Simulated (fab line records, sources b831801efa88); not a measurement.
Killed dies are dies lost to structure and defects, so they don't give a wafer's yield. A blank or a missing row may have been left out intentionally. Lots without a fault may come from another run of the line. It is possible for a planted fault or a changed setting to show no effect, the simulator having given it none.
fab line records ; flow sky130 ; part 2 of 2: steps 25 to 35 of 35
record lots=5; wafers=15; lastDay=49
route steps=708 shown VT_ADJUST_LVTN@110 VT_ADJUST_NCORE@119 VT_ADJUST_HVTR@131 VT_ADJUST_PCH@143
lots with no fault: from the same line, run without faults
startH: hours from the record's opening day to when the first of the lot's shown wafers began ; waitH: hours from the lot's prior step to this one ; " the same as in the row above ; L1.1+2: one row covering several wafers at once ; - no value, or no start was given ; * or withheld: withheld ; < > ~ a bound
route shown NAME@n: a module of which the file shows steps, and the number in the route of the first ; usual: mean/standard deviation taken from wafers without a fault ; same: alike in all rows ; chamber/n: place in a boat ; sites: the reading at each site ; _std_site: how widely they spread, as a standard deviation ; _edge_site: inner sites' mean taken away from outer sites' mean ; radiusMm: how far each site lies from the wafer's centre ; mask NAME#n: copy n ; behind: the most recent tool/chamber to have shaped the wafer ; hold: why the lot was held/for how many hours/how that ended ; device: the n, p or np transistor that did not switch ; end of line: at the end of the route, the tests of the same wafers ; a step without rows: its recipe alone ; killed: not the wafer's yield, but the dies lost to structure and defects at the first sort ; map: the dies of a wafer, with x for killed, . for not killed, _ for no die there
set.NAME: the setting that was run; set.NAME@STEP: the one run at that earlier step ; model.NAME: the simulator's own value behind a step, which no gauge read
a table for each step, a row for each wafer; lots at some steps of the route
services: a tool's chamber out of use, with start hour (startH, from the record's first day; less than 0 if before it), hours out, and reason
## steps
# step SKY_VT_ADJUST_HVTR_SOFTBAKE_03
# recipe tempC=90; timeS=60; resist=NOVOLAK
# usual exhaustPa=45.0/0.97
lot.wafer;tool;chamber;startH;waitH;exhaustPa
L083.3;lithoTrack-03;0;258.32;0.1;45.3
L083.4;lithoTrack-03;0;258.32;0.1;46.9
L083.5;lithoTrack-03;0;258.32;0.1;45.4
L084.2;lithoTrack-03;0;263.79;0.1;46.5
L084.3;lithoTrack-03;0;263.79;0.1;44.2
L084.5;lithoTrack-03;0;263.79;0.1;45.3
L087.3;lithoTrack-01;0;293.24;0.1;46.1
L087.5;lithoTrack-01;0;293.24;0.1;45.9
L087.6;lithoTrack-01;0;293.24;0.1;46.3
L090.1;lithoTrack-03;0;307.52;0.1;46.0
L090.2;lithoTrack-03;0;307.52;0.1;48.4
L090.6;lithoTrack-03;0;307.52;0.1;45.1
L094.1;lithoTrack-03;0;334.17;0.1;42.6
L094.2;lithoTrack-03;0;334.17;0.1;45.4
L094.4;lithoTrack-03;0;334.17;0.1;43.4
# step SKY_VT_ADJUST_HVTR_EXPOSE_04
# recipe maskId=HVTRM; targetCdNm=380; na=0.6; sourceShape=conventional; sigmaOuter=0.6; doseMj=150
# usual focusOffsetNm=0.0/0.59
lot.wafer;tool;chamber;startH;waitH;mask;focusOffsetNm
L083.3;ilineStepper-01;0;-;-;HVTRM#0;-0.2
L083.4;ilineStepper-01;0;-;-;HVTRM#0;0.1
L083.5;ilineStepper-01;0;-;-;HVTRM#0;0.3
L084.2;ilineStepper-02;0;-;-;HVTRM#0;0.2
L084.3;ilineStepper-02;0;-;-;HVTRM#0;-0.4
L084.5;ilineStepper-02;0;-;-;HVTRM#0;0.1
L087.3;ilineStepper-01;0;-;-;HVTRM#0;0.0
L087.5;ilineStepper-01;0;-;-;HVTRM#0;0.5
L087.6;ilineStepper-01;0;-;-;HVTRM#0;0.3
L090.1;ilineStepper-01;0;-;-;HVTRM#0;0.0
L090.2;ilineStepper-01;0;-;-;HVTRM#0;-1.5
L090.6;ilineStepper-01;0;-;-;HVTRM#0;-0.1
L094.1;ilineStepper-01;0;-;-;HVTRM#0;0.2
L094.2;ilineStepper-01;0;-;-;HVTRM#0;-0.4
L094.4;ilineStepper-01;0;-;-;HVTRM#0;-0.1
# step SKY_VT_ADJUST_HVTR_PEB_05
# recipe tempC=withheld; timeS=*; resist=NOVOLAK
# usual exhaustPa=44.9/0.9
lot.wafer;tool;chamber;startH;waitH;exhaustPa
L083.3;lithoTrack-04;0;-;-;44.4
L083.4;lithoTrack-04;0;-;-;42.4
L083.5;lithoTrack-04;0;-;-;43.1
L084.2;lithoTrack-04;0;-;-;44.7
L084.3;lithoTrack-04;0;-;-;45.3
L084.5;lithoTrack-04;0;-;-;45.3
L087.3;lithoTrack-03;0;-;-;44.2
L087.5;lithoTrack-03;0;-;-;43.8
L087.6;lithoTrack-03;0;-;-;44.6
L090.1;lithoTrack-04;0;-;-;45.5
L090.2;lithoTrack-04;0;-;-;45.2
L090.6;lithoTrack-04;0;-;-;45.5
L094.1;lithoTrack-03;0;-;-;44.6
L094.2;lithoTrack-03;0;-;-;45.7
L094.4;lithoTrack-03;0;-;-;45.7
# step SKY_VT_ADJUST_HVTR_DEVELOP_06
# recipe developTimeS=60; devTempC=23
# usual developerTempC=22.99/0.091; exhaustPa=45.0/0.94
lot.wafer;tool;chamber;startH;waitH;developerTempC;exhaustPa
L083.3;lithoTrack-04;0;270.66;0.1;22.98;45.0
L083.4;lithoTrack-04;0;270.66;0.1;23.27;44.4
L083.5;lithoTrack-04;0;270.66;0.1;23.00;44.9
L084.2;lithoTrack-04;0;274.74;0.1;23.06;44.8
L084.3;lithoTrack-04;0;274.74;0.1;22.96;45.2
L084.5;lithoTrack-04;0;274.74;0.1;22.88;44.5
L087.3;lithoTrack-03;0;304.77;0.1;22.76;45.4
L087.5;lithoTrack-03;0;304.77;0.1;22.95;45.1
L087.6;lithoTrack-03;0;304.77;0.1;22.90;45.6
L090.1;lithoTrack-04;0;319.81;0.1;22.94;44.5
L090.2;lithoTrack-04;0;319.81;0.1;23.08;45.6
L090.6;lithoTrack-04;0;319.81;0.1;22.88;44.0
L094.1;lithoTrack-03;0;346.97;0.1;23.02;46.1
L094.2;lithoTrack-03;0;346.97;0.1;22.89;44.8
L094.4;lithoTrack-03;0;346.97;0.1;22.98;46.1
# step SKY_VT_ADJUST_HVTR_CD_MEAS_07
# recipe targetCdNm=380
# usual cdNm=380.2/2.6
lot.wafer;tool;chamber;startH;waitH;cdNm
L083.3;cdSem-02;-;270.80;0.1;382.3
L083.4;cdSem-02;-;270.80;0.1;383.6
L083.5;cdSem-02;-;270.80;0.1;383.2
L084.2;cdSem-01;-;274.88;0.1;379.4
L084.3;cdSem-01;-;274.88;0.1;380.7
L084.5;cdSem-01;-;274.88;0.1;379.6
L087.3;cdSem-02;-;304.91;0.1;380.8
L087.5;cdSem-02;-;304.91;0.1;379.7
L087.6;cdSem-02;-;304.91;0.1;378.8
L090.1;cdSem-02;-;319.96;0.1;376.1
L090.2;cdSem-02;-;319.96;0.1;374.9
L090.6;cdSem-02;-;319.96;0.1;375.0
L094.1;cdSem-02;-;347.12;0.1;380.9
L094.2;cdSem-02;-;347.12;0.1;381.3
L094.4;cdSem-02;-;347.12;0.1;382.2
# step SKY_VT_ADJUST_HVTR_OVL_MEAS_08
# usual VT_ADJUST_HVTR_OVL=0.3/1.6
lot.wafer;tool;chamber;startH;waitH;VT_ADJUST_HVTR_OVL[nm]
L083.3;overlay-02;-;270.89;0.1;-0.1
L083.4;overlay-02;-;270.89;0.1;1.0
L083.5;overlay-02;-;270.89;0.1;-0.7
L084.2;overlay-02;-;274.99;0.1;-0.7
L084.3;overlay-02;-;274.99;0.1;-0.6
L084.5;overlay-02;-;274.99;0.1;0.0
L087.3;overlay-01;-;305.00;0.1;2.9
L087.5;overlay-01;-;305.00;0.1;2.3
L087.6;overlay-01;-;305.00;0.1;2.0
L090.1;overlay-02;-;320.08;0.1;1.4
L090.2;overlay-02;-;320.08;0.1;1.8
L090.6;overlay-02;-;320.08;0.1;-0.4
L094.1;overlay-01;-;347.24;0.1;2.6
L094.2;overlay-01;-;347.24;0.1;3.7
L094.4;overlay-01;-;347.24;0.1;2.3
# step SKY_VT_ADJUST_HVTR_IMPLANT_09
# recipe species=B; energyKev=10; doseCm2=2.1e+12; tiltDeg=withheld
lot.wafer;tool;chamber;startH;waitH
L083.3+4+5;implanter-03;0;270.97;0.1
L084.2+3+5;implanter-03;0;275.04;0.0
L087.3+5+6;implanter-03;0;305.07;0.1
L090.1+2+6;implanter-03;0;320.12;0.0
L094.1+2+4;implanter-03;0;347.27;0.0
# step SKY_VT_ADJUST_HVTR_STRIP_10
# recipe chemistry=O2/N2; powerW=1400; pressureMtorr=1500; platenTempC=withheld; o2FlowSccm=3000; n2FlowSccm=300; overashFraction=0.5
# usual drypumpMotorCurrentA=5.91/0.28; oesProductAu=0.716/0.0044; stripTimeToEndpointS=14.16/0.037
lot.wafer;tool;chamber;startH;waitH;drypumpMotorCurrentA;oesProductAu;rfHoursCounterH;stripTimeToEndpointS
L083.3;plasmaAsher-03;0;271.10;0.1;6.15;0.719;-;14.20
L083.4;plasmaAsher-03;1;271.10;0.1;5.91;0.720;-;14.21
L083.5;plasmaAsher-03;1;271.10;0.1;5.95;0.709;-;14.19
L084.2;plasmaAsher-03;1;275.17;0.1;5.93;0.709;12;14.14
L084.3;plasmaAsher-03;1;275.17;0.1;5.92;0.714;-;14.18
L084.5;plasmaAsher-03;0;275.17;0.1;6.18;0.725;-;14.19
L087.3;plasmaAsher-02;0;305.20;0.1;6.37;0.714;-;14.12
L087.5;plasmaAsher-02;1;305.20;0.1;5.54;0.718;-;14.14
L087.6;plasmaAsher-02;0;305.20;0.1;6.35;0.720;-;14.14
L090.1;plasmaAsher-02;1;320.27;0.1;5.53;0.714;62;14.21
L090.2;plasmaAsher-02;0;320.27;0.1;6.36;0.724;62;14.20
L090.6;plasmaAsher-02;0;320.27;0.1;6.37;0.728;-;14.19
L094.1;plasmaAsher-01;1;347.42;0.1;5.74;0.718;72;14.11
L094.2;plasmaAsher-01;0;347.42;0.1;5.75;0.711;72;14.08
L094.4;plasmaAsher-01;1;347.42;0.1;5.75;0.720;-;14.11
# step SKY_VT_ADJUST_HVTR_TW_MEAS_11
# usual VT_ADJUST_HVTR_TW=212.8/2.6
lot.wafer;tool;chamber;startH;waitH;VT_ADJUST_HVTR_TW
L083.3;filmMetro-02;-;271.19;0.1;209.7
L083.4;filmMetro-02;-;271.19;0.1;211.1
L083.5;filmMetro-02;-;271.19;0.1;210.6
L084.2;filmMetro-01;-;275.28;0.1;216.6
L084.3;filmMetro-01;-;275.28;0.1;216.3
L084.5;filmMetro-01;-;275.28;0.1;215.5
L087.3;filmMetro-01;-;305.29;0.1;216.0
L087.5;filmMetro-01;-;305.29;0.1;215.2
L087.6;filmMetro-01;-;305.29;0.1;217.5
L090.1;filmMetro-02;-;320.37;0.1;212.7
L090.2;filmMetro-02;-;320.37;0.1;212.1
L090.6;filmMetro-02;-;320.37;0.1;212.5
L094.1;filmMetro-01;-;347.52;0.1;214.5
L094.2;filmMetro-01;-;347.52;0.1;215.1
L094.4;filmMetro-01;-;347.52;0.1;213.2
# step SKY_VT_ADJUST_PCH_DEHYDRATE_00
# recipe tempC=200; timeS=60
# usual exhaustPa=45.1/0.93
lot.wafer;tool;chamber;startH;waitH;exhaustPa
L083.3;lithoTrack-02;0;282.07;10.9;44.6
L083.4;lithoTrack-02;0;282.07;10.9;44.2
L083.5;lithoTrack-02;0;282.07;10.9;44.5
L084.2;lithoTrack-01;0;286.86;11.6;46.0
L084.3;lithoTrack-01;0;286.86;11.6;45.7
L084.5;lithoTrack-01;0;286.86;11.6;44.9
L087.3;lithoTrack-03;0;316.82;11.5;43.9
L087.5;lithoTrack-03;0;316.82;11.5;44.5
L087.6;lithoTrack-03;0;316.82;11.5;43.5
L090.1;lithoTrack-02;0;331.77;11.4;45.1
L090.2;lithoTrack-02;0;331.77;11.4;44.1
L090.6;lithoTrack-02;0;331.77;11.4;45.2
L094.1;lithoTrack-01;0;360.44;12.9;45.2
L094.2;lithoTrack-01;0;360.44;12.9;44.9
L094.4;lithoTrack-01;0;360.44;12.9;45.2
# step SKY_VT_ADJUST_PCH_HMDS_01
# recipe primeTimeS=60; primeTempC=120
# usual exhaustPa=45.2/0.92
# same primeTimeS=60
lot.wafer;tool;chamber;startH;waitH;exhaustPa
L083.3;lithoTrack-02;0;282.22;0.1;45.0
L083.4;lithoTrack-02;0;282.22;0.1;45.9
L083.5;lithoTrack-02;0;282.22;0.1;44.7
L084.2;lithoTrack-01;0;287.01;0.1;45.0
L084.3;lithoTrack-01;0;287.01;0.1;45.0
L084.5;lithoTrack-01;0;287.01;0.1;45.4
L087.3;lithoTrack-03;0;316.97;0.1;46.2
L087.5;lithoTrack-03;0;316.97;0.1;46.7
L087.6;lithoTrack-03;0;316.97;0.1;47.1
L090.1;lithoTrack-02;0;331.92;0.1;44.9
L090.2;lithoTrack-02;0;331.92;0.1;44.5
L090.6;lithoTrack-02;0;331.92;0.1;45.0
L094.1;lithoTrack-01;0;360.59;0.1;45.5
L094.2;lithoTrack-01;0;360.59;0.1;45.4
L094.4;lithoTrack-01;0;360.59;0.1;44.9
## services
tool;chamber;startH;hours;kind
ilineStepper-02;-;223.68;1.7;pm
ilineStepper-01;-;235.01;1.7;pm
implanter-02;-;241.07;3.5;repair
plasmaAsher-03;-;263.95;3.8;repair
plasmaAsher-02;-;268.88;1.4;repair
implanter-02;-;275.06;47.8;pm
implanter-01;-;285.59;1.8;repair
implanter-04;-;296.99;5.3;repair
plasmaAsher-03;-;310.88;2.8;pm
implanter-04;-;312.01;4.1;pm
plasmaAsher-04;-;314.19;2.8;pm
plasmaAsher-03;-;315.51;2.1;repair
implanter-03;-;321.62;0.7;repair
implanter-04;-;325.70;1.3;repair
ilineStepper-02;-;333.91;11.0;repair
implanter-02;-;338.96;1.7;repair
implanter-02;-;343.71;2.6;repair
implanter-02;-;356.69;3.0;repair
implanter-03;-;356.87;1.7;repair
